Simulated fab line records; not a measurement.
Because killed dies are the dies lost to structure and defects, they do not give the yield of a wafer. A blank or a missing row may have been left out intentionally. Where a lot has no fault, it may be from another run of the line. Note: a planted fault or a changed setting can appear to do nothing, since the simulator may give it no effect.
A single fault, viewed from 2 desks / flow gf180mcu / each desk holds nothing but its own numbers, with what lay behind them at the end

== FROM THE METROLOGY DESK ==
What the gauges read for every lot (on any tool): the sampled wafers with a number, averaged. Any lot whose mean is over 4 standard deviations away from the usual mean is out of limits and marked OUT; that distance is given in the brackets.
Columns: A = MVSD_OVL at GF_MVSD_OVL_MEAS_07, usual -0.1 nm; B = MVPSD_RS at GF_VT_IMPLANT_RS_MEAS_49, usual 1169 ohm/sq
lot=L954; first seen here=day 4 11:41; A=4.1; B=1167
lot=L955; first seen here=day 4 17:32; A=0.7; B=1172
lot=L960; first seen here=day 5 20:47; A=2.3; B=1174
lot=L963; first seen here=day 6 16:23; A=-0.0; B=1173
lot=L964; first seen here=day 6 21:13; A=-2.1; B=1168
lot=L966; first seen here=day 7 07:11; A=1.7; B=1171
lot=L968; first seen here=day 7 19:14; A=-0.8; B=1171
lot=L969; first seen here=day 8 01:05; A=1.2; B=1170
lot=L971; first seen here=day 8 15:17; A=-0.4; B=1168
lot=L974; first seen here=day 9 04:41; A=-2.2; B=1169
lot=L976; first seen here=day 10 02:13; A=-0.7; B=1172
lot=L977; first seen here=day 10 05:46; A=-2.9; B=1163
This desk found nothing out of limits on any of the 12 lots.

== FOR THE TOOL OWNER'S DESK: litho track-03 ==
The tool's own readings at GF_HV_LDD_COAT_02 (resist thk 1000 nm): means of the sampled wafers that have a number, for each lot that ran on this tool. Any lot whose mean is over 4 standard deviations away from the usual mean is out of limits and marked OUT; that distance is given in the brackets.
Columns: A = resist line temp C at GF_HV_LDD_COAT_02, usual 23.05 C; B = spin speed rpm at GF_HV_LDD_COAT_02, usual 3000.4 rpm
lot=L954; first seen here=day 9 16:31; A=22.99; B=2999.4
lot=L960; first seen here=day 11 10:22; A=22.94; B=3000.2
lot=L963; first seen here=day 12 10:28; A=23.16; B=3163.0 (+86) OUT
lot=L964; first seen here=day 12 19:53; A=23.03; B=3164.8 (+87) OUT
lot=L966; first seen here=day 13 04:10; A=23.15; B=3163.5 (+86) OUT
This desk's verdict: out of limits on L963, L964, L966, starting with L963 at day 12 10:28 (spin speed rpm at GF_HV_LDD_COAT_02). L954, L960 stayed within limits.

== PUT TOGETHER ==
At day 12 10:28, on L963, L964, L966, the tool owner's desk was in a position to raise an alarm.
Nothing out of limits was seen by the metrology desk.
The metrology desk holds a record of L963, L964, L966, inside its limits.
On litho track-03, each named lot ran GF_HV_LDD_COAT_02.

== WHAT WAS PUT IN BY THE SIMULATOR ==
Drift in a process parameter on litho track-03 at GF_HV_LDD_COAT_02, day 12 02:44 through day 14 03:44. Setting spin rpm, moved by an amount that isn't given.
Lots struck among those shown: L963, L964, L966.
Each desk's first reading out of limits, in hours after the fault started: the tool owner's desk, 8.
